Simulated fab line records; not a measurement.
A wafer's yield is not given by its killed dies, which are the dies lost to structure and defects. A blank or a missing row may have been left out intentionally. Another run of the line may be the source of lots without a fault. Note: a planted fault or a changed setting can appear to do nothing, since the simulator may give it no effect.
Comparing a struck lot with a sound one ; flow sfqLine ; 31 out of 325 route steps
Sound: wafers L715.2, L715.3, L715.4. Struck: wafers L721.2, L721.6. (L721.1 of the same lot was not struck and is left out.) The cause comes at the end.
Per side, at each step with rows, come the tool, then ch with its chambers, and then its first start. Under that, the readings that differ: sound wafers ; struck wafers ; difference of the means ; sigmas: that difference in standard deviations of wafers without a fault.
alike: readings with means less than 2 such deviations apart, plus words and numbers identical on both sides. not compared: withheld readings, readings lacking a value on some wafer, bounds such as >300 that could conceal the same value, and numbers that have no deviation in the record and whose values overlap.
A row with sigmas, a row that says differs or no value, or rows on one side alone: a step with any of these is where the two part. Numbers that don't overlap but have no deviation are shown without sigmas and don't part them. A reading that every wafer of one side lacks parts them only if that side has two wafers or more.

SFQ_INCOMING_BOW_MEAS_900:
  sound: filmMetro-02 at day 1 20:01; struck: filmMetro-03 at day 3 02:00
reading;sound;struck;difference;sigmas
INCOMING_BOW (um);-2 0 -16;4 13;+14;+2
then, 1 step without rows for these wafers: SFQ_TRILAYER_INCOMING_OXIDATION_002 (target thk 500 nm, ox time 4939 s).
SFQ_TRILAYER_L0_DEP_SPUTTER_003: material MoNx KI, target thk 40 nm, time 100 s.
  sound: pvdSputter-05 at day 1 22:29; struck: pvdSputter-06 at day 3 04:29
reading;sound;struck;difference;sigmas
throttleValvePct (%);30.7 30.5 29.5;28.1 28.2;-2.1;-2
model.MoNx_KI_of_TRILAYER_L0_DEP_SPUTTER_003.thkNm (nm);39.67 39.66 39.7;24.01 23.79;-15.78;
  alike: chamberPressurePa
SFQ_L0_RS_MEAS_901: measurement is done with a four-point probe.
  sound: filmMetro-01 at day 1 22:35; struck: filmMetro-04 at day 3 04:51
reading;sound;struck;difference;sigmas
L0_MONX_KI_RS (ohm/sq);44.0 44.1 43.9;72.6 73.1;+28.8;+70
  not compared: hold
SFQ_L0_THK_MEAS_902: measures by xrf.
  sound: filmMetro-01 at day 1 22:41; struck: filmMetro-04 at day 3 09:20
reading;sound;struck;difference;sigmas
L0_MONX_KI_THK (nm);39.5 39.7 39.8;23.8 23.5;-16.0;-36
  not compared: hold
then, 5 steps without rows for these wafers: SFQ_TRILAYER_L0_LITHO_COAT_005 (resist thk 600 nm); SFQ_TRILAYER_L0_LITHO_SOFTBAKE_009; SFQ_TRILAYER_L0_LITHO_EXPOSE_006 (exposes mask L0, target cd 2000 nm); SFQ_TRILAYER_L0_LITHO_PEB_008 (peb time 60 s); SFQ_TRILAYER_L0_LITHO_DEVELOP_007 (time 60 s).
-- the record jumps here: 4 days lie between the struck wafers' starts before and after --
SFQ_TRILAYER_L0_BARC_OPEN_METAL_ETCH_010: etches BARC in O2, target depth 125 nm, time 41.7 s.
  sound on rieMetal-01 ch 0,1, day 5 00:31; struck on rieMetal-04 ch 0, day 7 13:02
  alike: drypumpMotorCurrentA, oesProductAu
  not compared: rfHoursCounterH
SFQ_TRILAYER_L0_ETCH_METAL_ETCH_008: etches MoNx KI in SF6/O2, stops on SiO2, target depth 50 nm, time 25 s.
  sound on rieMetal-01 ch 0,1, day 5 00:34; struck on rieMetal-04 ch 0, day 7 13:06
reading;sound;struck;difference;sigmas
oesProductAu (a.u.);0.867 0.863 0.876;0.677 0.671;-0.195;-29
  alike: drypumpMotorCurrentA
  not compared: rfHoursCounterH
SFQ_TRILAYER_L0_STRIP_STRIP_009: strips in O2.
  sound on rieMetal-01 ch 0,1, day 5 00:37; struck on rieMetal-04 ch 0, day 7 13:09
  alike: drypumpMotorCurrentA, oesProductAu
  not compared: rfHoursCounterH
then, 1 step without rows for these wafers: SFQ_TRILAYER_L0_STRIP_SOLV_CLEAN_010 (cleans in NMP, time 600 s).
SFQ_TRILAYER_L0_CAP_PECVD_011: deposits SiO2 from SiH4/N2O, time 13.333 s, target thk 60 nm.
  sound on pecvd-01 ch 0,1, day 5 01:25; struck on pecvd-02 ch 2, day 7 13:55
  alike: heaterPowerW, throttleValvePct
then, 6 steps without rows for these wafers: SFQ_TRILAYER_L0_VIA_LITHO_COAT_018 (resist thk 62 nm); SFQ_TRILAYER_L0_VIA_LITHO_COAT_013 (resist thk 650 nm); SFQ_TRILAYER_L0_VIA_LITHO_SOFTBAKE_017; SFQ_TRILAYER_L0_VIA_LITHO_EXPOSE_014 (exposes mask L0V, target cd 700 nm); SFQ_TRILAYER_L0_VIA_LITHO_PEB_016 (peb time 60 s); SFQ_TRILAYER_L0_VIA_LITHO_DEVELOP_015 (time 60 s).
-- the record jumps here: 4 days lie between the struck wafers' starts before and after --
SFQ_L0V_OVL_MEAS_903:
  sound: overlay-02 at day 9 15:27; struck: overlay-02 at day 12 00:08
  alike: L0V_OVL
SFQ_TRILAYER_L0_VIA_BARC_OPEN_VIA_ETCH_021: etches BARC in O2, target depth 125 nm, time 41.7 s.
  sound on rieDiel-02 ch 1,2,3, day 9 15:29; struck on rieDiel-03 ch 1, day 12 00:10
  alike: drypumpMotorCurrentA, oesProductAu
  not compared: rfHoursCounterH
then, 1 step without rows for these wafers: SFQ_TRILAYER_L0_VIA_ETCH_VIA_ETCH_016 (etches SiO2 in CHF3, stops on MoNx KI, target depth 80 nm).
SFQ_TRILAYER_L0_VIA_STRIP_STRIP_017: strips in O2.
  sound on rieMetal-01 ch 0,1, day 9 15:34; struck on rieMetal-03 ch 1, day 12 00:16
  alike: drypumpMotorCurrentA, oesProductAu
  not compared: rfHoursCounterH
then, 3 steps without rows for these wafers: SFQ_TRILAYER_L0_VIA_STRIP_SOLV_CLEAN_018 (cleans in NMP, time 600 s); SFQ_TRILAYER_M0_DEP_PRE_CLEAN_020 (time 15 s); SFQ_TRILAYER_M0_DEP_SPUTTER_019 (material Nb, target thk 200 nm, time 133.3 s).
SFQ_M0_RS_MEAS_904: measurement is done with a four-point probe.
  sound: filmMetro-02 at day 9 16:29; struck: filmMetro-01 at day 12 01:10
  alike: M0_NB_RS
then, 1 step without rows for these wafers: SFQ_TRILAYER_M0_LITHO_COAT_026 (resist thk 62 nm).
-- the record jumps here: 81 days lie between the struck wafers' starts before and after --
SFQ_M8_BOW_MEAS_951:
  sound: filmMetro-02 at day 87 08:35; struck: filmMetro-02 at day 92 15:46
reading;sound;struck;difference;sigmas
model.etest.l0.ohmSq;43.87 43.89 43.84;72.48 73.16;+28.95;
model.etest.l0v.linkOhm;44.79 44.81 44.76;73.41 74.07;+28.95;
model.etest.l0.ohmUm;21.92 21.95 21.92;36.21 36.57;+14.46;
  alike: M8_BOW

WHERE THEY PART
First at SFQ_INCOMING_BOW_MEAS_900; last, within this record, at SFQ_TRILAYER_L0_ETCH_METAL_ETCH_008. Later steps at which nothing parts them and some readings are alike: SFQ_TRILAYER_L0_STRIP_STRIP_009, SFQ_TRILAYER_L0_CAP_PECVD_011, SFQ_L0V_OVL_MEAS_903, SFQ_TRILAYER_L0_VIA_BARC_OPEN_VIA_ETCH_021, SFQ_TRILAYER_L0_VIA_STRIP_STRIP_017, SFQ_M0_RS_MEAS_904, SFQ_M8_BOW_MEAS_951.

WHY: the cause the simulator had injected
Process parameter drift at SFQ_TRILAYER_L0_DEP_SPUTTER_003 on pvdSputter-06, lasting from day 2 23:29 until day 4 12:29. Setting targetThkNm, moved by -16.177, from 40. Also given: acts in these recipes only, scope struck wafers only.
